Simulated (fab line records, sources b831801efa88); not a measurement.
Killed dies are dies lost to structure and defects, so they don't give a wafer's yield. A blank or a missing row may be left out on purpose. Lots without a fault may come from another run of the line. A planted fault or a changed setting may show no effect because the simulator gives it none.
fab line records | flow sky130
record lots=10 wafers=30 last_day=50
route steps=708 shown POLY_GATE@205 METAL1@434 VIA1@479 METAL2@486 PAD_OPEN@708
lots that met no fault: from a run of the same line without faults
start_h: hours from the record's first day to the start of the lot's first wafer shown | wait_h: hours since the lot's step before | " the same as in the row above | L1.1+2: a row that stands for several wafers | - no value, or no start given | * or withheld: withheld | < > ~ a bound
route shown NAME@n: a module of which the file shows steps, and the number in the route of the first | usual: mean/standard deviation of fault-free wafers | same: alike in all rows | chamber/n: place in a boat | sites: the reading at each site | _std_site: their standard deviation | _edge_site: outer sites' mean less inner sites' | radius_mm: how far each site lies from the wafer's centre | mask NAME#n: copy n | behind: the tool/chamber that last shaped the wafer | hold: why the lot was held/for how many hours/how that ended | device: the transistor (n, p or np) that didn't switch | end of line: the same wafers' tests at the end of the route | a step without rows: its recipe alone | killed: dies lost to structure and defects at the first sort, not the wafer's yield | map: a wafer's dies, x killed, . not, _ none there
set.NAME: the setting as run; set.NAME@STEP: as run at that earlier step | model.NAME: the simulator's own value behind a step, which no gauge read
steps of the route over a sample of lots; a table a step, a row a wafer
services: from which hour (start_h, from the record's first day; less than 0 if before it) a tool's chamber was out of use, for how many hours, and why
## steps
# step SKY_POLY_GATE_THK_MEAS_01
# recipe reads=poly-Si_of_POLY_GATE_CVD_00
# usual POLY_GATE_CVD_00_THK=179.4/2
# columns lot.wafer tool chamber start_h wait_h POLY_GATE_CVD_00_THK[nm]
L149.1 film_metro-02 - 328.69 0.0 181.3
L149.2 " - " " 182.5
L149.5 " - " " 180.6
L150.2 film_metro-01 - 336.03 0.0 176.3
L150.4 " - " " 175.5
L150.5 " - " " 175.5
L151.2 film_metro-02 - 345.60 0.0 176.2
L151.3 " - " " 178.6
L151.5 " - " " 177.6
L154.1 film_metro-03 - 375.11 0.0 179.4
L154.4 " - " " 179.9
L154.5 " - " " 180.3
L156.2 film_metro-01 - 388.13 0.0 176.8
L156.3 " - " " 177.7
L156.6 " - " " 177.7
L155.2 film_metro-03 - 390.57 0.0 180.1
L155.4 " - " " 180.0
L155.5 " - " " 181.4
L157.3 film_metro-03 - 396.18 0.0 181.6
L157.4 " - " " 180.8
L157.5 " - " " 183.7
L163.3 film_metro-03 - 444.47 0.0 181.4
L163.4 " - " " 183.3
L163.5 " - " " 181.3
L164.3 film_metro-03 - 449.66 0.0 179.6
L164.4 " - " " 179.2
L164.6 " - " " 181.0
L171.2 film_metro-02 - 509.84 0.0 177.3
L171.3 " - " " 177.8
L171.4 " - " " 176.4
# step SKY_METAL1_SPUTTER_00
# recipe material=Ti target_thk_nm=15 power_w=3000 time_s=10 chamber_pressure_pa=0.4
# usual throttle_valve_pct=29.8/1.1
# same time_s=10
# columns lot.wafer tool chamber start_h wait_h throttle_valve_pct
L149.1 pvd_sputter-01 - 756.07 0.2 31.0
L149.2 " - " " 29.7
L149.5 " - " " 29.8
L150.2 pvd_sputter-01 - 762.23 0.1 31.1
L150.4 " - " " 31.0
L150.5 " - " " 30.9
L151.2 pvd_sputter-03 - 768.67 0.2 29.4
L151.3 " - " " 29.4
L151.5 " - " " 29.3
L154.1 pvd_sputter-01 - 797.97 0.1 30.8
L154.4 " - " " 29.8
L154.5 " - " " 30.8
L156.2 pvd_sputter-01 - 808.42 0.2 30.9
L156.3 " - " " 31.0
L156.6 " - " " 29.4
L155.2 pvd_sputter-04 - 813.44 0.2 28.4
L155.4 " - " " 31.0
L155.5 " - " " 27.8
L157.3 pvd_sputter-01 - 817.19 0.1 30.8
L157.4 " - " " 30.7
L157.5 " - " " 31.2
L163.3 pvd_sputter-03 - 858.66 0.2 29.1
L163.4 " - " " 30.0
L163.5 " - " " 29.1
L164.3 pvd_sputter-04 - 863.25 0.2 30.9
L164.4 " - " " 27.6
L164.6 " - " " 29.9
L171.2 pvd_sputter-03 - 911.79 0.1 29.7
L171.3 " - " " 30.0
L171.4 " - " " 29.5
# step SKY_VIA1_CVD_21
# recipe material=W target_thk_nm=270 time_s=80.902 temp_c=400 pressure_torr=40
# usual heater_power_w=787/59
# columns lot.wafer tool chamber start_h wait_h heater_power_w
L149.1 cvd_w-01 0 811.51 0.0 730
L149.2 " 1 " " 840
L149.5 " 1 " " 858
L150.2 cvd_w-01 1 817.95 0.0 849
L150.4 " 1 " " 846
L150.5 " 0 " " 724
L151.2 cvd_w-02 0 824.81 0.0 829
L151.3 " 0 " " 858
L151.5 " 1 " " 748
L154.1 cvd_w-01 0 853.30 0.0 731
L154.4 " 1 " " 844
L154.5 " 1 " " 849
L156.2 cvd_w-01 0 863.85 0.0 741
L156.3 " 1 " " 853
L156.6 " 1 " " 845
L155.2 cvd_w-02 0 869.27 0.0 829
L155.4 " 0 " " 857
L155.5 " 1 " " 734
L157.3 cvd_w-01 0 873.63 0.1 736
L157.4 " 1 " " 849
L157.5 " 0 " " 726
L163.3 cvd_w-01 1 912.23 0.1 845
L163.4 " 0 " " 736
L163.5 " 0 " " 736
L164.3 cvd_w-01 0 917.77 0.1 733
L164.4 " 1 " " 853
L164.6 " 1 " " 871
L171.2 cvd_w-02 0 963.45 0.0 814
L171.3 " 0 " " 814
L171.4 " 1 " " 691
# step SKY_VIA1_RS_MEAS_22
# recipe thk_meas_gauge=four-point-probe reads=W_of_VIA1_CVD_21+TiN_of_VIA1_SPUTTER_20
# usual VIA1_W_RS=0.427/0.0041
# columns lot.wafer tool chamber start_h wait_h VIA1_W_RS[ohm/sq]
L149.1 film_metro-01 - 811.60 0.1 0.423
L149.2 " - " " 0.428
L149.5 " - " " 0.430
L150.2 film_metro-01 - 818.06 0.1 0.427
L150.4 " - " " 0.424
L150.5 " - " " 0.430
L151.2 film_metro-03 - 824.92 0.1 0.429
L151.3 " - " " 0.427
L151.5 " - " " 0.432
L154.1 film_metro-01 - 853.39 0.1 0.431
L154.4 " - " " 0.431
L154.5 " - " " 0.428
L156.2 film_metro-03 - 863.96 0.1 0.424
L156.3 " - " " 0.427
L156.6 " - " " 0.425
L155.2 film_metro-02 - 869.39 0.1 0.433
L155.4 " - " " 0.433
L155.5 " - " " 0.431
L157.3 film_metro-03 - 873.73 0.1 0.420
L157.4 " - " " 0.422
L157.5 " - " " 0.421
L163.3 film_metro-03 - 912.33 0.1 0.592
L163.4 " - " " 0.422
L163.5 " - " " 0.584
L164.3 film_metro-03 - 917.87 0.1 0.588
L164.4 " - " " 0.426
L164.6 " - " " 0.427
L171.2 film_metro-01 - 963.56 0.1 0.433
L171.3 " - " " 0.427
L171.4 " - " " 0.419
# step SKY_VIA1_THK_MEAS_23
# recipe thk_meas_gauge=xrf reads=W_of_VIA1_CVD_21
# usual VIA1_W_THK=272/4.3
# columns lot.wafer tool chamber start_h wait_h VIA1_W_THK[nm]
L149.1 film_metro-01 - 811.72 0.1 279
L149.2 " - " " 273
L149.5 " - " " 273
L150.2 film_metro-01 - 818.17 0.1 276
L150.4 " - " " 278
L150.5 " - " " 275
L151.2 film_metro-03 - 825.03 0.1 268
L151.3 " - " " 268
L151.5 " - " " 265
L154.1 film_metro-01 - 853.51 0.1 273
L154.4 " - " " 271
L154.5 " - " " 274
L156.2 film_metro-03 - 864.07 0.1 268
L156.3 " - " " 269
L156.6 " - " " 269
L155.2 film_metro-02 - 869.50 0.1 265
L155.4 " - " " 266
L155.5 " - " " 266
L157.3 film_metro-03 - 873.83 0.1 272
L157.4 " - " " 270
L157.5 " - " " 270
L163.3 film_metro-03 - 912.43 0.1 195
L163.4 " - " " 270
L163.5 " - " " 198
L164.3 film_metro-03 - 917.97 0.1 196
L164.4 " - " " 270
L164.6 " - " " 268
L171.2 film_metro-01 - 963.67 0.1 272
L171.3 " - " " 276
L171.4 " - " " 281
# step SKY_VIA1_CMP_24
# recipe stop_on=SiO2 t_overpolish_s=15 down_force_psi=3.5 platen_rpm=60 target_thk_nm=0 pad_velocity_m_s=0.94248
# usual head_pressure_psi=3.500/0.0071 motor_current_A=10.5/1 time_to_endpoint_s=65/3.2
# columns lot.wafer tool chamber start_h wait_h head_pressure_psi motor_current_A time_to_endpoint_s
L149.2 cmp-01 0 811.78 0.0 3.498 11.3 68
L149.1 " 3 " " 3.504 10.7 62
L149.5 " 1 " " 3.502 10.6 68
L150.4 cmp-02 1 818.32 0.1 3.492 10.9 65
L150.2 " 2 " " 3.502 8.9 62
L150.5 " 0 " " 3.491 11.7 68
L151.2 cmp-01 3 825.13 0.1 3.489 10.3 61
L151.3 " 0 " " 3.497 11.8 66
L151.5 " 3 " " 3.499 10.0 63
L154.1 cmp-02 1 853.57 0.1 3.509 11.1 62
L154.4 " 0 " " 3.504 11.6 65
L154.5 " 1 " " 3.515 11.9 64
L156.3 cmp-02 2 864.17 0.1 3.508 9.3 59
L156.2 " 3 " " 3.493 9.6 62
L156.6 " 2 " " 3.505 8.7 57
L155.4 cmp-02 2 869.60 0.1 3.506 8.6 60
L155.2 " 3 " " 3.510 9.8 61
L155.5 " 1 " " 3.496 11.1 60
L157.3 cmp-01 1 873.92 0.1 3.503 10.6 65
L157.4 " 2 " " 3.501 9.6 66
L157.5 " 0 " " 3.492 12.0 69
L163.4 cmp-01 0 912.52 0.1 3.484 11.4 71
L163.3 " 2 " " 3.517 9.7 50
L163.5 " 3 " " 3.501 10.8 49
L164.4 cmp-01 2 918.06 0.1 3.494 9.8 65
L164.3 " 0 " " 3.502 12.3 46
L164.6 " 1 " " 3.503 11.2 60
L171.2 cmp-01 0 963.72 0.0 3.508 12.3 68
L171.4 " 2 " " 3.495 9.1 70
L171.3 " 3 " " 3.494 10.0 61
# step SKY_METAL2_SPUTTER_03
# recipe material=Ti target_thk_nm=5 power_w=3000 time_s=3.3 chamber_pressure_pa=0.4
# usual throttle_valve_pct=29.4/0.88
# same time_s=3.3
# columns lot.wafer tool chamber start_h wait_h throttle_valve_pct
L149.1 pvd_sputter-03 - 812.15 0.0 29.8
L149.2 " - " " 29.2
L149.5 " - " " 29.2
L150.2 pvd_sputter-02 - 818.59 0.0 29.5
L150.4 " - " " 29.1
L150.5 " - " " 29.1
L151.2 pvd_sputter-03 - 825.46 0.0 29.4
L151.3 " - " " 29.8
L151.5 " - " " 30.0
L154.1 pvd_sputter-03 - 853.94 0.0 29.4
L154.4 " - " " 29.2
L154.5 " - " " 29.0
L156.2 pvd_sputter-03 - 864.50 0.0 29.1
L156.3 " - " " 29.7
L156.6 " - " " 29.5
L155.2 pvd_sputter-04 - 869.92 0.0 30.1
L155.4 " - " " 30.9
L155.5 " - " " 29.9
L157.3 pvd_sputter-02 - 874.25 0.0 28.7
L157.4 " - " " 29.3
L157.5 " - " " 28.7
L163.3 pvd_sputter-02 - 912.85 0.0 29.2
L163.4 " - " " 29.4
L163.5 " - " " 29.3
L164.3 pvd_sputter-02 - 918.44 0.0 28.3
L164.4 " - " " 29.2
L164.6 " - " " 29.1
L171.2 pvd_sputter-04 - 964.09 0.0 31.1
L171.3 " - " " 30.2
L171.4 " - " " 28.7
# step SKY_PAD_OPEN_PROBE_99
# usual defect_limited_yield=82.6/1.8 killed_at_M0_to_M3=43/6.6 killed_at_M4_up=2.9/1.6 killed_at_contacts=24/4.9 killed_at_front_end=15/4.5 killed_at_other=0.2/0.45 killed_dies=86/8.8 killed_on_rim=16/4.2 killed_open=48/6.4 killed_short=38/5.6 sort_bin_3_pad_short=0.8/0.38 sort_bin_5_function=10.2/1.4 sort_bin_6_memory=6.4/1.1 sort_n_pass=406/8.8 sort_yield_pct=82.6/1.8
# same gross_dies=492 killed_at_back_side=0 sort_bin_4_leakage[%]=0 sort_bin_8_speed[%]=0
# columns lot.wafer tool chamber start_h wait_h defect_limited_yield[%] killed_at_M0_to_M3 killed_at_M4_up killed_at_contacts killed_at_front_end killed_at_other killed_dies killed_on_rim killed_open killed_short sort_bin_3_pad_short[%] sort_bin_5_function[%] sort_bin_6_memory[%] sort_n_pass sort_yield_pct[%]
L164.3 prober-02 - 1172.22 0.2 79.1 45 1 35 22 0 103 23 59 44 0.4 12.8 7.7 389 79.1
L164.4 prober-02 - 1172.27 0.2 79.1 55 3 25 20 0 103 18 43 60 1.2 12.6 7.1 389 79.1
L164.6 prober-02 - 1172.37 0.2 82.7 41 1 29 14 0 85 13 47 38 0.4 9.3 7.5 407 82.7
# killed by level:class
L164.3 CONTACT:geometric_particle:open=17 VIA1:geometric_particle:open=10 METAL1:geometric_particle:short=8 FIELD_ISO:geometric_particle:open=6 LI_CONTACT:geometric_particle:open=6 VIA3:geometric_particle:open=6 FIELD_ISO:geometric_particle:short=5 CONTACT:geometric_particle:short=5
L164.4 VIA3:geometric_particle:open=11 VIA1:geometric_particle:open=10 CONTACT:geometric_particle:short=8 POLY_GATE:geometric_particle:short=7 LI_CONTACT:geometric_particle:open=6 METAL1:geometric_particle:short=6 METAL2:geometric_particle:short=6 FIELD_ISO:geometric_particle:open=5
L164.6 LI_CONTACT:geometric_particle:open=9 CONTACT:geometric_particle:open=8 VIA1:geometric_particle:open=8 VIA3:geometric_particle:open=8 CONTACT:geometric_particle:short=5 VIA1:geometric_particle:short=5 FIELD_ISO:geometric_particle:short=4 LOCAL_INTERCONNECT:geometric_particle:short=4
## services
# columns tool chamber start_h hours kind
cmp-01 - 744.00 4.0 pm
pvd_sputter-01 - 746.08 0.6 repair
pvd_sputter-04 - 749.74 23.4 repair
cvd_w-01 1 751.73 3.9 repair
cvd_w-01 - 755.25 6.0 pm
cmp-01 - 766.01 3.7 pm
cvd_w-02 - 766.66 0.8 repair
cvd_w-02 - 768.70 2.8 pm
pvd_sputter-04 - 780.60 9.8 repair
cvd_w-02 - 780.79 1.3 repair
pvd_sputter-03 - 783.06 4.4 repair
cmp-02 - 805.09 4.1 repair
cmp-02 - 811.65 0.3 repair
cmp-02 - 820.57 6.8 repair
pvd_sputter-01 - 832.34 1.9 repair
cvd_w-02 1 834.11 2.7 repair
cmp-02 - 834.81 2.2 repair
cvd_w-02 - 884.86 0.3 repair
cmp-02 - 912.13 4.0 pm
pvd_sputter-04 - 914.20 7.8 repair
pvd_sputter-03 - 914.28 8.7 repair
cmp-02 - 916.07 0.6 repair
pvd_sputter-01 - 916.24 2.6 repair
pvd_sputter-03 - 955.17 2.2 repair
## key
first_sign step=SKY_VIA1_RS_MEAS_22 reading=VIA1_W_RS direction=up sigmas=39 usual=0.427 struck=0.588
effect step=SKY_VIA1_THK_MEAS_23 reading=VIA1_W_THK direction=down sigmas=17 usual=272 struck=196
effect step=SKY_VIA1_CMP_24 reading=time_to_endpoint_s direction=down sigmas=5.2 usual=* struck=*
met_at SKY_VIA1_CVD_21
struck_lots L163,L164
struck_wafers L163.3,L163.5,L164.3
not_acting_at SKY_POLY_GATE_THK_MEAS_01,SKY_METAL1_SPUTTER_00,SKY_METAL2_SPUTTER_03
onset_between 873.63 912.23
fault kind=process_parameter_drift tool=cvd_w-01 chamber=- onset_h=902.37 steps=SKY_VIA1_CVD_21 channel=target_thk_nm offset=-74.733 shape=step end_h=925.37 scope=struck_wafers_only acts_in=these_recipes_only stated=270
